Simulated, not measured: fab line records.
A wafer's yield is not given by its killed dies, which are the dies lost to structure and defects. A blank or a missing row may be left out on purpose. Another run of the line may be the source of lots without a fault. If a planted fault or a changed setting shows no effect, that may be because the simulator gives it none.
fab line records -- flow sky130
[record] lots = 12, wafers = 36, last-day = 50
route steps=708 shown FIELD_ISO@3 NWELL@33
lots with no fault: from the same line, run without faults
start-h: hours from the record's first day to the start of the lot's first wafer shown -- wait-h: how many hours have passed since the lot's step before this one -- " the same as in the row above -- L1.1+2: several wafers, shown together as one row -- - no value present, or no start provided -- * or withheld: withheld -- < > ~ a bound
route shown NAME@n: a module of which the file shows steps, and the number in the route of the first -- usual: mean and standard deviation over wafers with no fault -- same: alike in all rows -- chamber/n: place in a boat -- sites: the reading at each site -- _std_site: the values' standard deviation -- _edge_site: the outer-site mean with the inner-site mean subtracted -- radius-mm: how far each site lies from the wafer's centre -- mask NAME#n: copy n -- behind: the tool/chamber that last shaped the wafer -- hold: the reason the lot was held/the length of the hold in hours/how it ended -- device: transistor that didn't switch, given as n, p or np -- end of line: the route-end tests of the same wafers -- a step with no rows: only its recipe -- killed: not the wafer's yield, but the dies lost to structure and defects at the first sort -- map: per-die view of a wafer (x killed, . not killed, _ where there is no die)
set.NAME: the run value of the setting; set.NAME@STEP: its run value at that earlier step -- model.NAME: the simulator's own value behind a step, which no gauge read
one table for each step of the route and one row for each wafer, over a sample of lots
services: a tool's chamber out of use, with start hour (start-h, from the record's first day; less than 0 if before it), hours out, and reason
[[steps]]
[step SKY_FIELD_ISO_THK_MEAS_02]
[recipe] reads = SiO2_of_FIELD_ISO_OXIDATION_01
[usual] FIELD_ISO_OXIDATION_00_THK = 12.21/0.2
lot.wafer,tool,chamber,start-h,wait-h,FIELD_ISO_OXIDATION_00_THK[nm]
L494.1,film-metro-01,-,16.63,0.0,12.44
L494.2,film-metro-01,-,16.63,0.0,12.24
L494.6,film-metro-01,-,16.63,0.0,12.46
L496.1,film-metro-04,-,28.52,0.0,12.23
L496.2,film-metro-04,-,28.52,0.0,12.18
L496.6,film-metro-04,-,28.52,0.0,12.11
L497.4,film-metro-02,-,32.53,0.0,12.16
L497.5,film-metro-02,-,32.53,0.0,12.03
L497.6,film-metro-02,-,32.53,0.0,11.79
L498.1,film-metro-02,-,36.63,0.0,12.03
L498.3,film-metro-02,-,36.63,0.0,12.17
L498.6,film-metro-02,-,36.63,0.0,12.13
L499.2,film-metro-02,-,42.90,0.0,12.20
L499.5,film-metro-02,-,42.90,0.0,12.15
L499.6,film-metro-02,-,42.90,0.0,12.14
L500.2,film-metro-02,-,46.95,0.0,12.09
L500.3,film-metro-02,-,46.95,0.0,11.88
L500.4,film-metro-02,-,46.95,0.0,12.06
L501.1,film-metro-01,-,51.63,0.0,12.18
L501.2,film-metro-01,-,51.63,0.0,12.13
L501.5,film-metro-01,-,51.63,0.0,11.94
L503.1,film-metro-02,-,62.06,0.0,12.17
L503.4,film-metro-02,-,62.06,0.0,12.37
L503.6,film-metro-02,-,62.06,0.0,12.25
L505.1,film-metro-01,-,71.63,0.0,11.86
L505.4,film-metro-01,-,71.63,0.0,12.09
L505.6,film-metro-01,-,71.63,0.0,11.99
L510.1,film-metro-04,-,98.61,0.0,12.11
L510.4,film-metro-04,-,98.61,0.0,12.11
L510.5,film-metro-04,-,98.61,0.0,11.92
L512.4,film-metro-01,-,109.54,0.0,12.01
L512.5,film-metro-01,-,109.54,0.0,11.84
L512.6,film-metro-01,-,109.54,0.0,11.99
L516.1,film-metro-04,-,126.63,0.0,12.02
L516.2,film-metro-04,-,126.63,0.0,12.27
L516.6,film-metro-04,-,126.63,0.0,11.98
[step SKY_FIELD_ISO_THK_MEAS_04]
[recipe] reads = Si3N4_of_FIELD_ISO_CVD_03
[usual] FIELD_ISO_CVD_03_THK = 165.0/1.5
lot.wafer,tool,chamber,start-h,wait-h,FIELD_ISO_CVD_03_THK[nm]
L494.1,film-metro-04,-,18.48,0.0,165.3
L494.2,film-metro-04,-,18.48,0.0,165.0
L494.6,film-metro-04,-,18.48,0.0,166.8
L496.1,film-metro-02,-,31.77,0.0,164.4
L496.2,film-metro-02,-,31.77,0.0,165.4
L496.6,film-metro-02,-,31.77,0.0,165.8
L497.4,film-metro-01,-,36.15,0.0,164.9
L497.5,film-metro-01,-,36.15,0.0,164.4
L497.6,film-metro-01,-,36.15,0.0,166.5
L498.1,film-metro-02,-,38.96,0.0,164.4
L498.3,film-metro-02,-,38.96,0.0,164.3
L498.6,film-metro-02,-,38.96,0.0,164.3
L499.2,film-metro-01,-,45.45,0.0,164.4
L499.5,film-metro-01,-,45.45,0.0,165.1
L499.6,film-metro-01,-,45.45,0.0,164.2
L500.2,film-metro-02,-,48.79,0.0,163.7
L500.3,film-metro-02,-,48.79,0.0,164.4
L500.4,film-metro-02,-,48.79,0.0,163.9
L501.1,film-metro-04,-,53.48,0.0,163.5
L501.2,film-metro-04,-,53.48,0.0,162.7
L501.5,film-metro-04,-,53.48,0.0,163.3
L503.1,film-metro-04,-,64.49,0.0,164.4
L503.4,film-metro-04,-,64.49,0.0,164.1
L503.6,film-metro-04,-,64.49,0.0,164.6
L505.1,film-metro-02,-,73.48,0.0,165.6
L505.4,film-metro-02,-,73.48,0.0,165.2
L505.6,film-metro-02,-,73.48,0.0,164.8
L510.1,film-metro-02,-,100.88,0.0,164.6
L510.4,film-metro-02,-,100.88,0.0,163.2
L510.5,film-metro-02,-,100.88,0.0,163.4
L512.4,film-metro-04,-,112.28,0.0,167.9
L512.5,film-metro-04,-,112.28,0.0,167.6
L512.6,film-metro-04,-,112.28,0.0,167.6
L516.1,film-metro-04,-,128.48,0.0,168.4
L516.2,film-metro-04,-,128.48,0.0,168.4
L516.6,film-metro-04,-,128.48,0.0,169.2
[step SKY_FIELD_ISO_ETCH_17]
[recipe] target-depth-a = 3420, mask-material = Si3N4, chemistry = HBr/Cl2/O2, target = Si, taper-deg = 5, icp-w = 580, bias-w = 150, pressure-mtorr = 15, HBr_flow_sccm = 150, Cl2_flow_sccm = 40, O2_flow_sccm = 6, time-s = 97.7
[usual] HBr_flow_sccm = 150.0/0.48, drypump-motor-current-A = 5.6/0.4, oes-product-au = 0.992/0.016, throttle-valve-pct = 25.661/0.013
lot.wafer,tool,chamber,start-h,wait-h,HBr_flow_sccm,drypump-motor-current-A,oes-product-au,rf-hours-counter-h,throttle-valve-pct
L494.1,rie-si-02,0,32.96,0.1,149.6,5.9,0.991,3,25.664
L494.2,rie-si-02,2,32.96,0.1,150.5,6.0,1.003,97,25.669
L494.6,rie-si-02,0,32.96,0.1,150.7,5.9,0.990,-,25.656
L496.1,rie-si-02,3,47.55,0.1,150.1,5.2,1.016,3,25.640
L496.2,rie-si-02,1,47.55,0.1,149.8,6.0,0.998,43,25.652
L496.6,rie-si-02,0,47.55,0.1,149.6,5.9,0.983,-,25.666
L497.4,rie-si-02,0,52.14,0.0,149.5,5.9,0.991,3,25.665
L497.5,rie-si-02,3,52.14,0.0,150.0,5.2,1.006,-,25.641
L497.6,rie-si-02,2,52.14,0.0,149.2,6.0,0.987,-,25.671
L498.1,rie-si-01,3,55.16,0.1,149.3,4.9,1.007,101,25.646
L498.3,rie-si-01,0,55.16,0.1,149.0,5.6,0.990,1,25.678
L498.6,rie-si-01,0,55.16,0.1,149.9,5.6,0.993,-,25.661
L499.2,rie-si-01,3,61.80,0.1,148.9,4.9,1.011,102,25.668
L499.5,rie-si-01,3,61.80,0.1,148.9,4.9,1.005,-,25.640
L499.6,rie-si-01,0,61.80,0.1,150.1,5.6,0.990,-,25.665
L500.2,rie-si-02,3,65.20,0.1,150.5,5.2,1.003,3,25.652
L500.3,rie-si-02,2,65.20,0.1,150.2,6.1,0.986,98,25.664
L500.4,rie-si-02,1,65.20,0.1,150.2,6.0,0.980,43,25.670
L501.1,rie-si-01,0,69.95,0.1,150.2,5.6,0.984,2,25.672
L501.2,rie-si-01,3,69.95,0.1,150.0,5.0,0.999,102,25.645
L501.5,rie-si-01,0,69.95,0.1,150.0,5.6,0.976,-,25.673
L503.1,rie-si-02,0,81.44,0.1,150.4,5.9,0.993,3,25.643
L503.4,rie-si-02,3,81.44,0.1,149.4,5.3,1.000,3,25.646
L503.6,rie-si-02,3,81.44,0.1,149.5,5.2,1.005,-,25.644
L505.1,rie-si-01,3,91.16,0.1,150.0,5.0,1.018,102,25.628
L505.4,rie-si-01,2,91.16,0.1,150.2,5.2,0.961,-,25.679
L505.6,rie-si-01,3,91.16,0.1,149.1,5.0,1.011,-,25.635
L510.1,rie-si-01,3,119.09,0.1,149.6,5.0,1.011,102,25.640
L510.4,rie-si-01,2,119.09,0.1,149.4,5.2,0.971,60,25.665
L510.5,rie-si-01,3,119.09,0.1,148.8,4.9,1.007,-,25.650
L512.4,rie-si-02,1,131.55,0.0,149.8,6.1,0.993,44,25.644
L512.5,rie-si-02,1,131.55,0.0,149.5,6.0,0.996,-,25.663
L512.6,rie-si-02,2,131.55,0.0,149.7,6.0,1.012,-,25.650
L516.1,rie-si-01,3,148.26,0.1,149.9,5.0,0.996,102,25.647
L516.2,rie-si-01,0,148.26,0.1,150.2,5.6,0.990,2,25.665
L516.6,rie-si-01,1,148.26,0.1,150.5,6.0,0.988,-,25.674
[step SKY_NWELL_OXIDATION_01]
[recipe] temp-c = 900, ambient = O2, stabilise-s = 600, purge-s = 300, target-thk-a = 100, ox-time-s = 1418
[usual] spike-tc-bottom-C = 915.1/2.6, spike-tc-centre-C = 901.7/1.2, spike-tc-lower-C = 901.0/1, spike-tc-top-C = 909.1/2.7, spike-tc-upper-C = 899.1/1.6, tube-center-temp-C = 899.99/0.08, tube_center_temp_C_max = 902.3/0.33
lot.wafer,tool,chamber,start-h,wait-h,spike-tc-bottom-C,spike-tc-centre-C,spike-tc-lower-C,spike-tc-top-C,spike-tc-upper-C,tube-center-temp-C,tube_center_temp_C_max
L494.1,furnace-01,0,39.98,0.8,918.5,901.0,901.4,911.6,899.7,900,902.4
L494.2,furnace-01,0,39.98,0.8,917.6,901.0,900.4,912.3,898.7,900.06,902.4
L494.6,furnace-01,0,39.98,0.8,919.3,901.4,902.1,911.4,901.1,899.91,902.2
L496.1,furnace-01,0,51.97,0.0,918.9,899.2,901.5,912.3,902.5,900.11,902.1
L496.2,furnace-01,0,51.97,0.0,919.2,902.1,900.6,912.4,900.2,900.07,902.8
L496.6,furnace-01,0,51.97,0.0,917.9,901.2,900.6,912.0,901.5,899.81,902.3
L497.4,furnace-02,0,57.74,0.5,912.7,902.5,899.9,908.6,899.4,899.98,902.0
L497.5,furnace-02,0,57.74,0.5,913.2,901.6,900.8,907.3,898.6,899.95,902.5
L497.6,furnace-02,0,57.74,0.5,912.7,902.7,900.5,907.0,898.3,900.05,902.2
L498.1,furnace-01,0,61.41,0.3,919.0,899.7,902.2,910.2,900.2,899.95,902.4
L498.3,furnace-01,0,61.41,0.3,917.0,901.9,899.8,912.9,899.9,899.95,901.9
L498.6,furnace-01,0,61.41,0.3,918.7,899.8,901.7,910.9,901.5,900.06,902.6
L499.2,furnace-01,0,67.35,0.0,918.2,899.7,899.8,911.1,901.2,900.1,902.4
L499.5,furnace-01,0,67.35,0.0,919.6,900.2,900.7,912.2,902.1,900.01,902.5
L499.6,furnace-01,0,67.35,0.0,918.1,902.2,900.2,912.4,901.0,900,902.3
L500.2,furnace-01,0,71.48,0.3,918.2,900.2,901.8,912.9,900.6,900,901.9
L500.3,furnace-01,0,71.48,0.3,919.0,901.8,901.9,913.0,899.7,900.11,902.5
L500.4,furnace-01,0,71.48,0.3,919.5,901.7,900.5,911.2,901.6,900.09,902.9
L501.1,furnace-02,0,74.08,0.0,913.1,901.9,901.3,905.1,898.9,900.12,902.4
L501.2,furnace-02,0,74.08,0.0,913.8,901.5,900.3,906.4,897.5,900.07,901.9
L501.5,furnace-02,0,74.08,0.0,914.1,901.6,899.7,907.4,896.2,899.92,902.4
L503.1,furnace-01,0,88.10,2.0,917.8,900.8,902.8,910.9,899.0,900.11,902.2
L503.4,furnace-01,0,88.10,2.0,918.1,901.2,902.0,912.4,901.3,900.08,901.9
L503.6,furnace-01,0,88.10,2.0,918.3,902.3,901.7,912.8,899.4,900.08,902.3
L505.1,furnace-02,0,98.61,1.9,913.0,901.9,899.5,906.2,898.7,899.89,902.4
L505.4,furnace-02,0,98.61,1.9,913.0,903.7,901.9,904.6,897.9,899.95,902.1
L505.6,furnace-02,0,98.61,1.9,913.6,902.8,900.7,908.7,898.0,899.99,903.0
L510.1,furnace-02,0,123.56,0.1,936.1,921.1,921.3,925.3,918.0,920.29,922.9
L510.4,furnace-02,0,123.56,0.1,935.1,920.2,920.8,928.4,918.1,920.32,922.4
L510.5,furnace-02,0,123.56,0.1,933.4,924.6,919.8,925.8,918.4,920.29,922.4
L512.4,furnace-02,0,135.77,0.0,933.4,922.6,921.1,926.3,919.0,920.33,922.2
L512.5,furnace-02,0,135.77,0.0,933.7,921.4,922.3,929.1,919.7,920.34,923.3
L512.6,furnace-02,0,135.77,0.0,934.5,924.8,919.8,926.0,918.4,920.3,922.7
L516.1,furnace-01,0,154.09,0.0,919.4,902.9,900.9,913.3,901.2,900.08,902.2
L516.2,furnace-01,0,154.09,0.0,917.0,902.2,901.7,911.0,900.0,900,902.1
L516.6,furnace-01,0,154.09,0.0,914.8,901.2,901.5,913.6,900.0,900.06,902.4
[step SKY_NWELL_THK_MEAS_02]
[recipe] reads = SiO2_of_NWELL_OXIDATION_01
[usual] NWELL_OXIDATION_THK = 9.92/0.15
lot.wafer,tool,chamber,start-h,wait-h,NWELL_OXIDATION_THK[nm]
L494.1,film-metro-01,-,41.38,0.0,9.97
L494.2,film-metro-01,-,41.38,0.0,10.15
L494.6,film-metro-01,-,41.38,0.0,10.22
L496.1,film-metro-02,-,53.37,0.0,9.95
L496.2,film-metro-02,-,53.37,0.0,9.84
L496.6,film-metro-02,-,53.37,0.0,9.71
L497.4,film-metro-01,-,59.17,0.0,9.85
L497.5,film-metro-01,-,59.17,0.0,9.95
L497.6,film-metro-01,-,59.17,0.0,9.79
L498.1,film-metro-03,-,62.80,0.0,9.96
L498.3,film-metro-03,-,62.80,0.0,9.62
L498.6,film-metro-03,-,62.80,0.0,9.67
L499.2,film-metro-01,-,68.75,0.0,9.93
L499.5,film-metro-01,-,68.75,0.0,10.07
L499.6,film-metro-01,-,68.75,0.0,9.79
L500.2,film-metro-02,-,72.89,0.0,9.73
L500.3,film-metro-02,-,72.89,0.0,9.75
L500.4,film-metro-02,-,72.89,0.0,9.74
L501.1,film-metro-01,-,75.48,0.0,9.99
L501.2,film-metro-01,-,75.48,0.0,9.95
L501.5,film-metro-01,-,75.48,0.0,10.09
L503.1,film-metro-02,-,89.49,0.0,9.87
L503.4,film-metro-02,-,89.49,0.0,10.11
L503.6,film-metro-02,-,89.49,0.0,10.00
L505.1,film-metro-03,-,100.00,0.0,9.82
L505.4,film-metro-03,-,100.00,0.0,9.70
L505.6,film-metro-03,-,100.00,0.0,9.84
L510.1,film-metro-02,-,124.95,0.0,12.15
L510.4,film-metro-02,-,124.95,0.0,12.21
L510.5,film-metro-02,-,124.95,0.0,12.18
L512.4,film-metro-03,-,137.19,0.0,12.54
L512.5,film-metro-03,-,137.19,0.0,12.34
L512.6,film-metro-03,-,137.19,0.0,12.57
L516.1,film-metro-03,-,155.49,0.0,10.07
L516.2,film-metro-03,-,155.49,0.0,10.11
L516.6,film-metro-03,-,155.49,0.0,10.09
[[services]]
tool,chamber,start-h,hours,kind
furnace-02,-,51.63,3.0,pm
rie-si-02,3,90.80,12.3,repair
furnace-01,-,92.40,11.3,pm
[[key]]
[first-sign] step = SKY_NWELL_OXIDATION_01, reading = tube-center-temp-C, direction = up, sigmas = 99+, usual = *, struck = *
[effect] step = SKY_NWELL_OXIDATION_01, reading = tube_center_temp_C_max, direction = up, sigmas = 62, usual = *, struck = *
[effect] step = SKY_NWELL_THK_MEAS_02, reading = NWELL_OXIDATION_THK, direction = up, sigmas = 16, usual = 9.92, struck = 12.33
met-at SKY_NWELL_OXIDATION_01
struck-lots L510,L512
tester-left-out L510,L512
not-acting-at SKY_FIELD_ISO_THK_MEAS_02,SKY_FIELD_ISO_THK_MEAS_04,SKY_FIELD_ISO_ETCH_17
onset-between 98.61 123.56
[fault] kind = process-parameter-drift, tool = furnace-02, chamber = -, onset-h = 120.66, steps = SKY_NWELL_OXIDATION_01, channel = temp-c, offset = *, shape = step, end-h = 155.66, acts-in = *, stated = *
// tester-left-out: of these lots the tester's yield and bins aren't shown, on N5 and GAA mostly nor the transistor test; their killed dies are dies lost to structure and defects alone, not to doping, threshold or leakage, so they don't give the yield
